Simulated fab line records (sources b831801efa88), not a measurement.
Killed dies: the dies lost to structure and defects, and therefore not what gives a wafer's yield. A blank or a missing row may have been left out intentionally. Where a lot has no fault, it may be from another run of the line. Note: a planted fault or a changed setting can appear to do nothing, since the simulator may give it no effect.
fab line records ; flow sky130
record lots=10; wafers=30; last_day=50
route steps=708 shown VIA2@509 METAL3@532 CAP2M@605 METAL4@629
lots untouched by any fault: they come from a run of this same line in which no faults occurred
start_h: hours from the record's first day to the start of the lot's first wafer shown ; wait_h: hours since the lot's step before ; " as in the row above ; L1.1+2: a row that stands for several wafers ; - value missing, or start not given ; * or withheld: withheld ; < > ~ a bound
route shown NAME@n: NAME is a module with steps in the file, n the number in the route of the first one ; usual: average and standard deviation across the fault-free wafers ; same: alike in all rows ; chamber/n: place in a boat ; sites: readings site by site ; _std_site: standard deviation across them ; _edge_site: mean of outer sites minus mean of inner sites ; radius_mm: for every site, how far away it sits from the centre of the wafer ; mask NAME#n: copy n ; behind: the most recent tool/chamber to have shaped the wafer ; hold: what put the lot on hold/how long, in hours/how the hold closed ; device: transistor that didn't switch, given as n, p or np ; end of line: the same wafers' tests at the end of the route ; for a step that has no rows: nothing shown but its recipe ; killed: at the first sort, the dies lost to defects and structure; wafer yield is something else ; map: shows each die of a wafer: x if killed, . if not, _ if none is there
set.NAME: the setting as run; set.NAME@STEP: as run at that earlier step ; model.NAME: the simulator's own value behind a step, which no gauge read
steps of the route over a sample of lots; a table a step, a row a wafer
services: from which hour (start_h, from the record's first day; less than 0 if before it) a tool's chamber was out of use, for how many hours, and why
## steps
# step SKY_VIA2_CMP_02
# recipe material=SiO2; down_force_psi=4; platen_rpm=60; pad_velocity_m_s=0.94248
# usual edge_zone_pressure_frac=1.000/0.0053; motor_current_A=12.3/1.3
lot.wafer;tool;chamber;start_h;wait_h;edge_zone_pressure_frac;motor_current_A
L260.4;cmp-01;0;811.71;0.0;1.000;14.2
L260.6;cmp-01;0;811.71;0.0;0.998;13.8
L260.5;cmp-01;1;811.71;0.0;1.003;13.0
L262.3;cmp-01;0;831.96;0.0;1.003;13.7
L262.2;cmp-01;2;831.96;0.0;1.000;11.9
L262.4;cmp-01;3;831.96;0.0;1.006;11.9
L263.1;cmp-02;1;838.16;0.1;1.000;10.5
L263.2;cmp-02;2;838.16;0.1;0.996;14.6
L263.6;cmp-02;1;838.16;0.1;0.999;11.1
L264.3;cmp-01;2;858.18;0.0;0.997;11.6
L264.1;cmp-01;1;858.18;0.0;1.003;12.9
L264.6;cmp-01;2;858.18;0.0;0.995;11.4
L265.4;cmp-02;1;865.08;0.0;1.006;10.6
L265.1;cmp-02;2;865.08;0.0;1.006;14.1
L265.3;cmp-02;0;865.08;0.0;1.001;11.4
L267.1;cmp-02;2;879.53;0.3;0.997;16.0
L267.3;cmp-02;3;879.53;0.3;1.002;13.1
L267.2;cmp-02;0;879.53;0.3;1.003;11.6
L269.1;cmp-02;1;896.92;0.2;0.994;11.5
L269.3;cmp-02;3;896.92;0.2;0.996;13.0
L269.6;cmp-02;0;896.92;0.2;1.005;11.5
L274.1;cmp-02;1;927.88;0.4;0.987;10.8
L274.3;cmp-02;2;927.88;0.4;0.999;14.6
L274.6;cmp-02;3;927.88;0.4;0.993;13.1
L282.1;cmp-01;1;995.90;0.1;0.996;13.3
L282.5;cmp-01;1;995.90;0.1;0.994;13.3
L282.6;cmp-01;2;995.90;0.1;1.004;11.2
L280.3;cmp-01;0;1001.08;0.1;1.001;13.6
L280.1;cmp-01;1;1001.08;0.1;0.997;13.5
L280.5;cmp-01;2;1001.08;0.1;0.998;11.5
# step SKY_METAL3_SPUTTER_00
# recipe material=Ti; target_thk_nm=15; power_w=3000; time_s=10; chamber_pressure_pa=0.4
# usual throttle_valve_pct=30.3/1.1
# same time_s=10
lot.wafer;tool;chamber;start_h;wait_h;throttle_valve_pct
L260.4;pvd_sputter-02;-;839.99;0.1;28.0
L260.5;pvd_sputter-02;-;839.99;0.1;29.8
L260.6;pvd_sputter-02;-;839.99;0.1;30.0
L262.2;pvd_sputter-02;-;861.06;0.2;31.1
L262.3;pvd_sputter-02;-;861.06;0.2;28.3
L262.4;pvd_sputter-02;-;861.06;0.2;29.5
L263.1;pvd_sputter-03;-;866.05;0.1;28.8
L263.2;pvd_sputter-03;-;866.05;0.1;29.5
L263.6;pvd_sputter-03;-;866.05;0.1;32.0
L264.1;pvd_sputter-01;-;887.87;0.1;31.3
L264.3;pvd_sputter-01;-;887.87;0.1;30.0
L264.6;pvd_sputter-01;-;887.87;0.1;29.9
L265.1;pvd_sputter-02;-;892.25;0.2;27.9
L265.3;pvd_sputter-02;-;892.25;0.2;31.2
L265.4;pvd_sputter-02;-;892.25;0.2;29.9
L267.1;pvd_sputter-03;-;906.09;0.1;29.7
L267.2;pvd_sputter-03;-;906.09;0.1;28.8
L267.3;pvd_sputter-03;-;906.09;0.1;31.2
L269.1;pvd_sputter-02;-;924.85;0.2;28.3
L269.3;pvd_sputter-02;-;924.85;0.2;31.2
L269.6;pvd_sputter-02;-;924.85;0.2;31.1
L274.1;pvd_sputter-01;-;954.89;0.2;30.9
L274.3;pvd_sputter-01;-;954.89;0.2;31.3
L274.6;pvd_sputter-01;-;954.89;0.2;31.2
L282.1;pvd_sputter-03;-;1021.58;0.2;29.8
L282.5;pvd_sputter-03;-;1021.58;0.2;31.0
L282.6;pvd_sputter-03;-;1021.58;0.2;29.6
L280.1;pvd_sputter-03;-;1025.99;0.2;29.7
L280.3;pvd_sputter-03;-;1025.99;0.2;32.1
L280.5;pvd_sputter-03;-;1025.99;0.2;29.0
# step SKY_CAP2M_SPUTTER_02
# recipe material=TiN; target_thk_nm=200; temp_c=300; power_w=6500; time_s=166.7; chamber_pressure_pa=0.4
# usual substrate_temp_c=300.00/0.2; throttle_valve_pct=30.2/1.1
# same time_s=166.7
lot.wafer;tool;chamber;start_h;wait_h;substrate_temp_c;throttle_valve_pct
L260.4;pvd_sputter-01;-;921.99;0.0;300.49;30.9
L260.5;pvd_sputter-01;-;921.99;0.0;300.17;31.0
L260.6;pvd_sputter-01;-;921.99;0.0;300.25;31.1
L262.2;pvd_sputter-02;-;941.57;0.0;300.05;30.8
L262.3;pvd_sputter-02;-;941.57;0.0;299.85;29.9
L262.4;pvd_sputter-02;-;941.57;0.0;299.87;27.9
L263.1;pvd_sputter-02;-;946.03;0.1;299.97;29.9
L263.2;pvd_sputter-02;-;946.03;0.1;299.70;28.2
L263.6;pvd_sputter-02;-;946.03;0.1;299.73;29.5
L264.1;pvd_sputter-02;-;966.26;0.1;300.15;31.3
L264.3;pvd_sputter-02;-;966.26;0.1;299.94;28.1
L264.6;pvd_sputter-02;-;966.26;0.1;300.09;30.1
L265.1;pvd_sputter-02;-;970.96;0.1;299.94;30.1
L265.3;pvd_sputter-02;-;970.96;0.1;300.14;30.1
L265.4;pvd_sputter-02;-;970.96;0.1;300.04;28.0
L267.1;pvd_sputter-03;-;982.51;0.1;299.85;28.9
L267.2;pvd_sputter-03;-;982.51;0.1;300.45;31.8
L267.3;pvd_sputter-03;-;982.51;0.1;300.02;31.2
L269.1;pvd_sputter-02;-;1002.08;0.1;300.02;29.8
L269.3;pvd_sputter-02;-;1002.08;0.1;299.84;29.7
L269.6;pvd_sputter-02;-;1002.08;0.1;300.16;29.5
L274.1;pvd_sputter-02;-;1029.57;0.1;299.72;31.3
L274.3;pvd_sputter-02;-;1029.57;0.1;300.20;28.2
L274.6;pvd_sputter-02;-;1029.57;0.1;299.83;31.2
L282.1;pvd_sputter-03;-;1090.99;0.1;299.75;31.6
L282.5;pvd_sputter-03;-;1090.99;0.1;300.11;31.9
L282.6;pvd_sputter-03;-;1090.99;0.1;299.77;29.2
L280.1;pvd_sputter-01;-;1094.34;0.1;299.86;30.8
L280.3;pvd_sputter-01;-;1094.34;0.1;300.02;31.2
L280.5;pvd_sputter-01;-;1094.34;0.1;300.04;31.0
# step SKY_CAP2M_RS_MEAS_03
# recipe thk_meas_gauge=four-point-probe; reads=TiN_of_CAP2M_SPUTTER_02
# usual CAP2M_TIN_RS=6.90/0.074
lot.wafer;tool;chamber;start_h;wait_h;CAP2M_TIN_RS[ohm/sq]
L260.4;film_metro-01;-;922.16;0.1;6.80
L260.5;film_metro-01;-;922.16;0.1;6.81
L260.6;film_metro-01;-;922.16;0.1;6.81
L262.2;film_metro-01;-;941.70;0.1;6.87
L262.3;film_metro-01;-;941.70;0.1;6.97
L262.4;film_metro-01;-;941.70;0.1;6.98
L263.1;film_metro-02;-;946.14;0.1;6.99
L263.2;film_metro-02;-;946.14;0.1;6.88
L263.6;film_metro-02;-;946.14;0.1;6.95
L264.1;film_metro-03;-;966.37;0.1;6.84
L264.3;film_metro-03;-;966.37;0.1;6.90
L264.6;film_metro-03;-;966.37;0.1;6.96
L265.1;film_metro-02;-;971.07;0.1;7.05
L265.3;film_metro-02;-;971.07;0.1;7.09
L265.4;film_metro-02;-;971.07;0.1;6.98
L267.1;film_metro-02;-;982.62;0.1;6.82
L267.2;film_metro-02;-;982.62;0.1;6.94
L267.3;film_metro-02;-;982.62;0.1;6.92
L269.1;film_metro-03;-;1002.19;0.1;6.92
L269.3;film_metro-03;-;1002.19;0.1;7.01
L269.6;film_metro-03;-;1002.19;0.1;6.87
L274.1;film_metro-02;-;1029.68;0.1;6.90
L274.3;film_metro-02;-;1029.68;0.1;9.82
L274.6;film_metro-02;-;1029.68;0.1;6.86
L282.1;film_metro-03;-;1091.10;0.1;6.95
L282.5;film_metro-03;-;1091.10;0.1;6.94
L282.6;film_metro-03;-;1091.10;0.1;6.85
L280.1;film_metro-03;-;1094.45;0.1;6.97
L280.3;film_metro-03;-;1094.45;0.1;7.00
L280.5;film_metro-03;-;1094.45;0.1;6.99
# step SKY_CAP2M_THK_MEAS_04
# recipe thk_meas_gauge=xrf; reads=TiN_of_CAP2M_SPUTTER_02
# usual CAP2M_TIN_THK=199.8/2.1
lot.wafer;tool;chamber;start_h;wait_h;CAP2M_TIN_THK[nm]
L260.4;film_metro-01;-;922.25;0.1;200.6
L260.5;film_metro-01;-;922.25;0.1;201.0
L260.6;film_metro-01;-;922.25;0.1;200.9
L262.2;film_metro-01;-;941.81;0.1;199.0
L262.3;film_metro-01;-;941.81;0.1;197.7
L262.4;film_metro-01;-;941.81;0.1;197.3
L263.1;film_metro-02;-;946.26;0.1;198.6
L263.2;film_metro-02;-;946.26;0.1;201.9
L263.6;film_metro-02;-;946.26;0.1;199.4
L264.1;film_metro-03;-;966.49;0.1;200.0
L264.3;film_metro-03;-;966.49;0.1;200.5
L264.6;film_metro-03;-;966.49;0.1;197.3
L265.1;film_metro-02;-;971.19;0.1;195.9
L265.3;film_metro-02;-;971.19;0.1;194.8
L265.4;film_metro-02;-;971.19;0.1;198.0
L267.1;film_metro-02;-;982.74;0.1;202.8
L267.2;film_metro-02;-;982.74;0.1;199.8
L267.3;film_metro-02;-;982.74;0.1;199.9
L269.1;film_metro-03;-;1002.31;0.1;198.3
L269.3;film_metro-03;-;1002.31;0.1;196.4
L269.6;film_metro-03;-;1002.31;0.1;200.4
L274.1;film_metro-02;-;1029.80;0.1;200.2
L274.3;film_metro-02;-;1029.80;0.1;158.0
L274.6;film_metro-02;-;1029.80;0.1;201.4
L282.1;film_metro-03;-;1091.22;0.1;198.8
L282.5;film_metro-03;-;1091.22;0.1;198.8
L282.6;film_metro-03;-;1091.22;0.1;201.0
L280.1;film_metro-03;-;1094.57;0.1;197.6
L280.3;film_metro-03;-;1094.57;0.1;197.9
L280.5;film_metro-03;-;1094.57;0.1;196.4
# step SKY_CAP2M_METAL_ETCH_13
# recipe target_depth_nm=220; stop_on=SiO2; chemistry=Cl2/BCl3; target=TiN; pressure_mtorr=10; icp_w=900; bias_w=48.5; Cl2_flow_sccm=60; bcl3_flow_sccm=30; time_s=62.9
# usual drypump_motor_current_A=5.5/0.54; oes_product_au=0.942/0.0078; throttle_valve_pct=21.899/0.0099
# same time_s=62.9
lot.wafer;tool;chamber;start_h;wait_h;drypump_motor_current_A;oes_product_au;rf_hours_counter_h;throttle_valve_pct
L260.4;rie_metal-04;1;946.77;0.0;5.2;0.948;-;21.899
L260.5;rie_metal-04;0;946.77;0.0;4.9;0.963;-;21.892
L260.6;rie_metal-04;1;946.77;0.0;5.2;0.938;-;21.894
L262.2;rie_metal-02;1;965.80;0.0;5.8;0.944;16;21.923
L262.3;rie_metal-02;0;965.80;0.0;6.5;0.938;-;21.890
L262.4;rie_metal-02;1;965.80;0.0;5.8;0.945;-;21.912
L263.1;rie_metal-04;0;970.61;0.0;5.0;0.928;16;21.900
L263.2;rie_metal-04;1;970.61;0.0;5.2;0.945;17;21.877
L263.6;rie_metal-04;1;970.61;0.0;5.2;0.933;-;21.904
L264.1;rie_metal-02;0;990.10;0.0;6.5;0.944;16;21.883
L264.3;rie_metal-02;1;990.10;0.0;5.8;0.940;-;21.900
L264.6;rie_metal-02;1;990.10;0.0;5.7;0.938;-;21.908
L265.1;rie_metal-04;1;995.05;0.0;5.2;0.924;18;21.920
L265.3;rie_metal-04;0;995.05;0.0;5.0;0.926;-;21.907
L265.4;rie_metal-04;1;995.05;0.0;5.2;0.933;-;21.908
L267.1;rie_metal-02;0;1006.35;0.0;6.5;0.955;17;21.913
L267.2;rie_metal-02;1;1006.35;0.0;5.8;0.934;18;21.907
L267.3;rie_metal-02;0;1006.35;0.0;6.5;0.942;-;21.896
L269.1;rie_metal-04;0;1025.40;0.0;5.0;0.940;19;21.907
L269.3;rie_metal-04;0;1025.40;0.0;4.9;0.929;-;21.915
L269.6;rie_metal-04;1;1025.40;0.0;5.2;0.940;-;21.910
L274.1;rie_metal-04;0;1050.60;0.0;5.0;0.937;22;21.908
L274.3;rie_metal-04;0;1050.60;0.0;5.0;0.821;-;21.974
L274.6;rie_metal-04;0;1050.60;0.0;5.0;0.945;-;21.905
L282.1;rie_metal-03;0;1110.67;0.0;5.1;0.936;17;21.906
L282.5;rie_metal-03;1;1110.67;0.0;6.2;0.940;-;21.898
L282.6;rie_metal-03;0;1110.67;0.0;5.1;0.944;-;21.895
L280.1;rie_metal-04;1;1114.00;0.0;5.2;0.937;6;21.900
L280.3;rie_metal-04;1;1114.00;0.0;5.2;0.930;-;21.894
L280.5;rie_metal-04;1;1114.00;0.0;5.2;0.934;-;21.907
# step SKY_METAL4_CD_MEAS_13
# recipe target_cd_nm=300
# usual cd_nm=299.9/1.6
lot.wafer;tool;chamber;start_h;wait_h;cd_nm
L260.4;cd_sem-02;-;971.87;-;299.8
L260.5;cd_sem-02;-;971.87;-;300.1
L260.6;cd_sem-02;-;971.87;-;301.0
L262.2;cd_sem-02;-;989.78;-;299.1
L262.3;cd_sem-02;-;989.78;-;299.4
L262.4;cd_sem-02;-;989.78;-;300.1
L263.1;cd_sem-02;-;995.36;-;299.0
L263.2;cd_sem-02;-;995.36;-;300.8
L263.6;cd_sem-02;-;995.36;-;300.0
L264.1;cd_sem-01;-;1014.26;-;301.3
L264.3;cd_sem-01;-;1014.26;-;298.6
L264.6;cd_sem-01;-;1014.26;-;301.3
L265.1;cd_sem-02;-;1018.74;-;299.4
L265.3;cd_sem-02;-;1018.74;-;300.1
L265.4;cd_sem-02;-;1018.74;-;301.3
L267.1;cd_sem-01;-;1029.98;-;300.6
L267.2;cd_sem-01;-;1029.98;-;299.3
L267.3;cd_sem-01;-;1029.98;-;300.7
L269.1;cd_sem-02;-;1047.41;-;301.5
L269.3;cd_sem-02;-;1047.41;-;302.0
L269.6;cd_sem-02;-;1047.41;-;302.2
L274.1;cd_sem-02;-;1072.64;-;301.5
L274.3;cd_sem-02;-;1072.64;-;300.6
L274.6;cd_sem-02;-;1072.64;-;301.1
L282.1;cd_sem-02;-;1130.66;-;296.6
L282.5;cd_sem-02;-;1130.66;-;298.7
L282.6;cd_sem-02;-;1130.66;-;296.9
L280.1;cd_sem-01;-;1134.31;-;299.8
L280.3;cd_sem-01;-;1134.31;-;301.1
L280.5;cd_sem-01;-;1134.31;-;300.5
## services
tool;chamber;start_h;hours;kind
cmp-01;-;795.24;0.8;repair
cmp-01;-;796.11;2.8;repair
cmp-02;-;800.65;1.4;repair
cmp-02;-;806.36;3.8;pm
pvd_sputter-02;-;807.03;6.9;repair
cmp-02;-;823.11;11.2;repair
rie_metal-04;1;827.84;1.5;repair
cmp-01;-;834.58;0.5;repair
pvd_sputter-03;-;839.46;1.6;repair
cmp-01;-;863.43;74.2;repair
cmp-02;-;883.65;3.6;repair
rie_metal-04;-;891.06;0.9;repair
cmp-01;-;911.60;1.1;repair
pvd_sputter-02;-;917.59;2.4;repair
cmp-01;-;937.63;3.0;pm
rie_metal-04;1;937.84;4.0;repair
cmp-01;-;938.76;2.1;repair
cmp-01;-;940.89;4.0;pm
rie_metal-04;-;943.20;1.4;pm
cmp-01;-;962.84;2.2;repair
cmp-02;-;976.44;0.5;repair
cmp-02;-;1007.81;5.9;pm
pvd_sputter-02;-;1020.58;1.4;repair
pvd_sputter-02;-;1059.43;1.3;repair
## key
first_sign step=SKY_CAP2M_RS_MEAS_03; reading=CAP2M_TIN_RS; direction=up; sigmas=40; usual=6.90; struck=9.82
effect step=SKY_CAP2M_THK_MEAS_04; reading=CAP2M_TIN_THK; direction=down; sigmas=20; usual=199.8; struck=158.0
effect step=SKY_CAP2M_METAL_ETCH_13; reading=oes_product_au; direction=down; sigmas=15; usual=0.942; struck=0.821
met_at SKY_CAP2M_SPUTTER_02
struck_lots L274
struck_wafers L274.3
not_acting_at SKY_VIA2_CMP_02,SKY_METAL3_SPUTTER_00,SKY_METAL4_CD_MEAS_13
onset_between 970.96 1029.57
fault kind=site_profile_drift; tool=pvd_sputter-02; chamber=-; onset_h=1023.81; steps=SKY_CAP2M_SPUTTER_02; basis=fraction; max_abs_drift=0.47521; slope_share_per_hr=105.6; site_pattern=0,0,0,0,0,-1,-1,-1,-1; scope=struck_wafers_only
